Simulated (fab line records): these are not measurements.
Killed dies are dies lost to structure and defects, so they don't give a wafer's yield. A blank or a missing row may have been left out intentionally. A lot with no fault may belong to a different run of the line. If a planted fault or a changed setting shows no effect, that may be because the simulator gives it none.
Comparing a struck lot with a sound one + flow sky130 + 15 out of 708 route steps
Sound: these wafers, L547.1, L547.2, L547.5. The struck wafers were L554.2, L554.3, L554.6. The cause is named last.
For every step that has rows: the tool of each side, followed by ch and its chambers, followed by its first start. Under that, the readings that differ: sound wafers + struck wafers + difference of the means + sigmas: that difference in standard deviations of wafers without a fault.
alike: words and numbers the same on both sides, and readings whose means are apart by under 2 such deviations; not compared: readings that were withheld, readings missing a value for some wafer, numbers with overlapping values and no deviation given by the record, and bounds like >300 which may hide the same value.
A row with sigmas, a row that says differs or no value, or rows on one side alone: a step with any of these is where the two part. Non-overlapping numbers with no deviation appear without sigmas and do not part them. A reading that every wafer of one side lacks parts them only if that side has two wafers or more.

first, 3 steps without rows for these wafers: SKY_METAL4_CLEAN_21 (cleans in IPA, time 180 s); SKY_METAL4_CLEAN_22 (cleans in O3/DIW); SKY_VIA4_HDPCVD_00 (deposits SiO2, target thk 1750 nm, time 291.7 s).
SKY_VIA4_THK_MEAS_01:
  sound on filmMetro-04 at day 44 04:59; struck on filmMetro-04 at day 46 12:48
  alike: VIA4_HDPCVD_THK
SKY_VIA4_CMP_02: polishes SiO2.
  sound on cmp-01 ch 0,1,2, day 44 05:02; struck on cmp-02 ch 1,2, day 46 12:51
  alike: motorCurrentA
SKY_VIA4_BOW_MEAS_03:
  sound on filmMetro-03 at day 44 05:20; struck on filmMetro-04 at day 46 13:10
  alike: VIA4_BOW
then, 6 steps without rows for these wafers: SKY_VIA4_DEHYDRATE_04 (time 60 s); SKY_VIA4_HMDS_05 (prime time 60 s); SKY_VIA4_COAT_06 (resist thk 1140 nm); SKY_VIA4_SOFTBAKE_07 (time 60 s); SKY_VIA4_EXPOSE_08 (exposes mask VIM4, target cd 800 nm); SKY_VIA4_PEB_09.
SKY_VIA4_DEVELOP_10: develop time 60 s.
  sound on lithoTrack-02 ch 0, day 45 02:32; struck on lithoTrack-03 ch 0, day 47 09:42
| reading            | sound             | struck            | difference | sigmas |
|--------------------|-------------------|-------------------|------------|--------|
| developerTempC (C) | 22.83 23.05 22.96 | 22.24 22.19 22.20 | -0.74      | -7     |
SKY_VIA4_OVL_MEAS_11:
  sound on overlay-01 at day 45 02:41; struck on overlay-01 at day 47 09:50
  alike: VIA4_OVL
-- the record jumps here: 2 days lie between the struck wafers' starts before and after (it left off in module VIA4 and takes up again in module PAD_OPEN, whose first step shown is number 708 of the route) --
SKY_PAD_OPEN_PROBE_99:
  sound on prober-02 at day 47 20:28; struck on prober-01 at day 49 21:19
  alike: defectLimitedYield, killed_at_M0_to_M3, killed_at_M4_up, killedAtContacts, killedAtFrontEnd, killedAtOther, killedDies, killedOnRim, killedOpen, killedShort, sort_bin_3_pad_short, sort_bin_5_function, sort_bin_6_memory, sortNPass, sortYieldPct

WHERE THEY PART
Only at SKY_VIA4_DEVELOP_10, within this record. Later steps at which nothing parts them and some readings are alike: SKY_VIA4_OVL_MEAS_11, SKY_PAD_OPEN_PROBE_99.

WHY: what had been put in by the simulator
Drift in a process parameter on lithoTrack-03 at SKY_VIA4_DEVELOP_10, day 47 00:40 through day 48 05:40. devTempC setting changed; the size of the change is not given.
